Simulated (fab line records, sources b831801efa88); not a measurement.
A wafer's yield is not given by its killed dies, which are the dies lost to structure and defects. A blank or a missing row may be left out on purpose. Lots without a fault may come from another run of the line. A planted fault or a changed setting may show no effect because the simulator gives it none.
A single fault, viewed from 2 desks || flow gf180mcu || every desk sees just its own numbers, and what lay behind them comes last

FROM THE METROLOGY DESK
What the gauges read, lot by lot, whatever tool the lot ran on: means of the sampled wafers that have a number. Any lot whose mean is over 4 standard deviations away from the usual mean is out of limits and marked OUT; that distance is given in the brackets.
Columns: A = DUAL_GATE_OXIDATION_00_THK at GF_DUAL_GATE_THK_MEAS_03, usual 10.83 nm; B = POLY_GATE_OXIDATION_THK at GF_POLY_GATE_THK_MEAS_17, usual 3.99 nm; C = HV_LDD_TW at GF_HV_LDD_TW_MEAS_11, usual 2417; D = HV_LDD_RS at GF_HV_LDD_RS_MEAS_53, usual 418.2 ohm/sq
{"lot": "L896", "first seen here": "day 7 15:53", "A": 11.12, "B": 3.94, "C": 2375, "D": 419.0}
{"lot": "L897", "first seen here": "day 7 23:40", "A": 11.05, "B": 4.09, "C": 2372, "D": 418.7}
{"lot": "L900", "first seen here": "day 8 20:14", "A": 10.80, "B": 4.18, "C": 2434, "D": 416.4}
{"lot": "L901", "first seen here": "day 9 05:49", "A": 10.79, "B": 4.09, "C": 2389, "D": 418.7}
{"lot": "L902", "first seen here": "day 9 12:44", "A": 10.63, "B": 3.94, "C": 2427, "D": 418.8}
{"lot": "L903", "first seen here": "day 9 17:08", "A": 10.75, "B": 3.96, "C": 2424, "D": 418.1}
{"lot": "L907", "first seen here": "day 10 17:56", "A": 10.84, "B": 4.06, "C": 2439, "D": 417.6}
{"lot": "L909", "first seen here": "day 11 08:16", "A": 10.78, "B": 3.98, "C": 2420, "D": 418.3}
{"lot": "L913", "first seen here": "day 12 12:43", "A": 10.85, "B": 3.94, "C": 2447, "D": 418.4}
{"lot": "L915", "first seen here": "day 13 06:40", "A": 10.77, "B": 3.93, "C": "1659 (-30) OUT", "D": "644.2 (+99 or more) OUT"}
{"lot": "L916", "first seen here": "day 13 11:01", "A": 11.15, "B": 3.97, "C": "1653 (-31) OUT", "D": "642.6 (+99 or more) OUT"}
{"lot": "L919", "first seen here": "day 14 13:00", "A": 10.95, "B": 3.95, "C": 2389, "D": 417.3}
This desk's result: L915, L916 out of limits, first on L915 (HV_LDD_TW at GF_HV_LDD_TW_MEAS_11), day 16 07:40. L896, L897, L900, L901, L902, L903, L907, L909, L913, L919 stayed within limits.

AT THE TOOL OWNER'S DESK: implanter-03
The tool's own readings at GF_HV_LDD_IMPLANT_09: means of the sampled wafers that have a number, for each lot that ran on this tool. Any lot whose mean is over 4 standard deviations away from the usual mean is out of limits and marked OUT; that distance is given in the brackets.
Columns: A = beam_energy_keV at GF_HV_LDD_IMPLANT_09, usual 39.999; B = dose_ions_cm2 at GF_HV_LDD_IMPLANT_09, usual 1e+14; C = faraday_current_uA at GF_HV_LDD_IMPLANT_09, usual 565
{"lot": "L907", "first seen here": "day 13 07:56", "A": 40.011, "B": 1e+14, "C": 551}
{"lot": "L909", "first seen here": "day 14 01:46", "A": 39.999, "B": 1e+14, "C": 554}
{"lot": "L913", "first seen here": "day 15 08:59", "A": 40.000, "B": 1e+14, "C": 571}
{"lot": "L915", "first seen here": "day 16 07:25", "A": 40.003, "B": "3e+13 (-99 or more) OUT", "C": "155 (-37) OUT"}
{"lot": "L916", "first seen here": "day 16 09:58", "A": 39.990, "B": "3e+13 (-99 or more) OUT", "C": "150 (-38) OUT"}
This desk's finding: out of limits on L915, L916; first on L915, day 16 07:25 (dose_ions_cm2 at GF_HV_LDD_IMPLANT_09). L907, L909, L913 stayed within limits.

TAKEN TOGETHER
On L915, L916, at day 16 07:25, an alarm was possible from the tool owner's desk.
L915, L916 would have let the metrology desk raise an alarm at day 16 07:40.
Every lot named ran GF_HV_LDD_IMPLANT_09 on implanter-03.

WHAT THE SIMULATOR PUT IN
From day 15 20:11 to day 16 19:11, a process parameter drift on implanter-03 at GF_HV_LDD_IMPLANT_09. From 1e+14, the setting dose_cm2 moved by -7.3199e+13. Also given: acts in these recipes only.
Shown lots that were struck: L915, L916.
Hours from the fault's start to each desk's first reading out of limits: the tool owner's desk, 11; the metrology desk, 11.
